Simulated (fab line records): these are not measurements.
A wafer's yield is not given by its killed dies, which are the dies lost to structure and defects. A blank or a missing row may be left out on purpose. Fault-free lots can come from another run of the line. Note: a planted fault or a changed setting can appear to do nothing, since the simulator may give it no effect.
A struck lot beside a sound one :: flow sky130 :: 36 steps out of a route of 708
Sound: wafers L100.3, L100.4, L100.6. The struck wafers were L108.1, L108.4, L108.6. The cause is given at the end.
For every step that has rows: the tool of each side, followed by ch and its chambers, followed by its first start. Under that, the readings that differ: sound wafers :: struck wafers :: difference of the means :: sigmas: that difference in standard deviations of wafers without a fault.
alike: words and numbers the same on both sides, and readings whose means are apart by under 2 such deviations; not compared: readings that were withheld, readings missing a value for some wafer, numbers with overlapping values and no deviation given by the record, and bounds like >300 which may hide the same value.
A row with sigmas, a row that says differs or no value, or rows on one side alone: a step with any of these is where the two part. Numbers that have no deviation but don't overlap get no sigmas and don't part them. A reading missing from all wafers of one side parts the sides only when that side holds two or more wafers.

SKY_LOCAL_INTERCONNECT_CD_MEAS_11 targets a cd of 170 nm.
  sound on cd-sem-02, day 34 04:41; struck on cd-sem-02, day 36 01:55
  alike: cd-nm
SKY_LOCAL_INTERCONNECT_OVL_MEAS_12:
  sound on overlay-02, day 34 04:46; struck on overlay-01, day 36 02:02
  alike: LOCAL_INTERCONNECT_OVL
SKY_LOCAL_INTERCONNECT_ETCH_13: etches BARC in N2/H2, stops on SiO2, time 45.9 s, target depth 60 nm.
  sound on rie-metal-03 ch 0,1, day 34 04:49; struck on rie-metal-01 ch 0,1, day 36 02:04
  alike: drypump-motor-current-A, h2-flow-sccm, oes-product-au, throttle-valve-pct
  not compared: rf-hours-counter-h
then, 1 step without rows for these wafers: SKY_LOCAL_INTERCONNECT_METAL_ETCH_14 (etches TiN in Cl2/BCl3, stops on PSG, target depth 110 nm, time 31.4 s).
SKY_LOCAL_INTERCONNECT_STRIP_15: strips in O2/N2.
  sound on plasma-asher-04 ch 0,1, day 34 04:56; struck on plasma-asher-04 ch 0,1, day 36 02:11
  alike: drypump-motor-current-A, oes-product-au, strip-time-to-endpoint-s
  not compared: rf-hours-counter-h
then, 3 steps without rows for these wafers: SKY_LOCAL_INTERCONNECT_STRIP_16 (strips in post etch residue remover, time 1200 s); SKY_LOCAL_INTERCONNECT_CLEAN_17 (cleans in IPA, time 180 s); SKY_LOCAL_INTERCONNECT_CLEAN_18 (cleans in O3/DIW).
SKY_CONTACT_CVD_00: deposits Si3N4, target thk 75 nm.
  sound on pecvd-03 ch 0,1, day 34 05:32; struck on pecvd-02 ch 0, day 36 02:47
  alike: heater-power-w
SKY_CONTACT_THK_MEAS_01:
  sound on film-metro-01, day 34 05:35; struck on film-metro-02, day 36 02:53
  alike: CONTACT_CVD_00_THK
then, 1 step without rows for these wafers: SKY_CONTACT_HDPCVD_02 (deposits SiO2, target thk 565 nm, time 94.2 s).
SKY_CONTACT_THK_MEAS_03:
  sound on film-metro-03, day 34 05:43; struck on film-metro-01, day 36 03:01
  alike: CONTACT_HDPCVD_THK
SKY_CONTACT_CMP_04: polishes SiO2.
  sound on cmp-02 ch 2,3, day 34 05:46; struck on cmp-01 ch 0,1,2, day 36 03:11
reading: motor-current-A (A)
sound: 12.6 12.7 12.2
struck: 10.8 10.0 11.5
difference: -1.7
sigmas: -3

reading: time-to-endpoint-s (s)
sound: 76 87 81
struck: 107 108 106
difference: +26
sigmas: +7

reading: model.SiO2_of_CONTACT_HDPCVD_02.thk-nm (nm)
sound: 339.1 339.1 340.2
struck: 422.8 423 419.6
difference: +82.3
sigmas: 
SKY_CONTACT_BOW_MEAS_05:
  sound on film-metro-03, day 34 06:06; struck on film-metro-02, day 36 03:23
  alike: CONTACT_BOW
then, 8 steps without rows for these wafers: SKY_CONTACT_DEHYDRATE_06 (time 60 s); SKY_CONTACT_HMDS_07 (prime time 60 s); SKY_CONTACT_COAT_08 (resist thk 60 nm); SKY_CONTACT_COAT_09 (resist thk 450 nm); SKY_CONTACT_SOFTBAKE_10 (time 90 s); SKY_CONTACT_EXPOSE_11 (exposes mask CTM1, target cd 170 nm); SKY_CONTACT_PEB_12; SKY_CONTACT_DEVELOP_13 (develop time 60 s).
SKY_CONTACT_CD_MEAS_14 targets a cd of 170 nm.
  sound on cd-sem-02, day 35 09:44; struck on cd-sem-02, day 37 06:05
  alike: cd-nm
SKY_CONTACT_OVL_MEAS_15:
  sound on overlay-02, day 35 09:49; struck on overlay-02, day 37 06:13
  alike: CONTACT_OVL
then, 1 step without rows for these wafers: SKY_CONTACT_ETCH_16 (etches BARC in N2/H2, stops on SiO2, time 45.9 s, target depth 60 nm).
SKY_CONTACT_ETCH_17: etches SiO2 in C4F8/O2/Ar, stops on Si3N4, target depth 340 nm.
  sound on rie-diel-01 ch 0,1,3, day 35 09:53; struck on rie-diel-04 ch 2,3, day 37 06:17
reading: oes-product-au (a.u.)
sound: 0.900 0.895 0.888
struck: 0.994 0.974 0.992
difference: +0.092
sigmas: +17

reading: model.CONTACT.feature-depth-nm (nm)
sound: 339.1 339.1 340.2
struck: 412.2 397 413.7
difference: +68.2
sigmas: 

reading: model.etch.depth-nm (nm)
sound: 339.1 339.1 340.2
struck: 412.2 397 413.7
difference: +68.2
sigmas: 
then, 6 steps without rows for these wafers: SKY_CONTACT_ETCH_18 (etches Si3N4 in CHF3/O2, stops on TiN, time 39 s, target depth 75 nm); SKY_CONTACT_STRIP_19 (strips in O2/N2); SKY_CONTACT_STRIP_20 (strips in post etch residue remover, time 1200 s); SKY_CONTACT_CLEAN_21 (cleans in IPA, time 180 s); SKY_CONTACT_CLEAN_22 (cleans in O3/DIW); SKY_CONTACT_SPUTTER_23 (material TiN, target thk 20 nm, time 80 s).
SKY_CONTACT_CVD_24: deposits W, target thk 340 nm, time 102.12 s.
  sound on cvd-w-02 ch 1, day 35 10:43; struck on cvd-w-02 ch 0,1, day 37 07:02
  alike: heater-power-w
SKY_CONTACT_CMP_27: polishes, stops on SiO2, t overpolish 15 s, target thk 0 nm.
  sound on cmp-02 ch 0,1,2, day 35 11:02; struck on cmp-01 ch 0,2,3, day 37 07:23
reading: model.SiO2_of_CONTACT_HDPCVD_02.thk-nm (nm)
sound: 335.9 335.9 337
struck: 419.6 419.8 416.4
difference: +82.3
sigmas: 
  alike: motor-current-A
SKY_METAL1_SPUTTER_00: material Ti, target thk 15 nm, time 10 s.
  sound on pvd-sputter-01, day 35 11:20; struck on pvd-sputter-02, day 37 07:38
  alike: throttle-valve-pct
-- the record jumps here: 13 days lie between the struck wafers' starts before and after (it left off in module METAL1 and takes up again in module PAD_OPEN, whose first step shown is number 708 of the route) --
SKY_PAD_OPEN_PROBE_99:
  sound on prober-02, day 49 03:12; struck on prober-02, day 50 07:30
reading: killed-at-contacts
sound: 19 19 27
struck: 219 399 190
difference: +248
sigmas: +47

reading: killed-dies
sound: 82 68 75
struck: 275 460 242
difference: +251
sigmas: +26

reading: killed-on-rim
sound: 13 11 13
struck: 38 87 82
difference: +57
sigmas: +15
  alike: killed_at_M0_to_M3, killed_at_M4_up, killed-at-front-end, killed-at-other, killed-open, killed-short

== WHERE THEY PART ==
At SKY_CONTACT_CMP_04 first; at SKY_PAD_OPEN_PROBE_99 last (within this record only).

WHY: whatever the simulator had introduced
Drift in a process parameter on cmp-01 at SKY_CONTACT_CMP_04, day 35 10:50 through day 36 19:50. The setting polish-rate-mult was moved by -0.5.
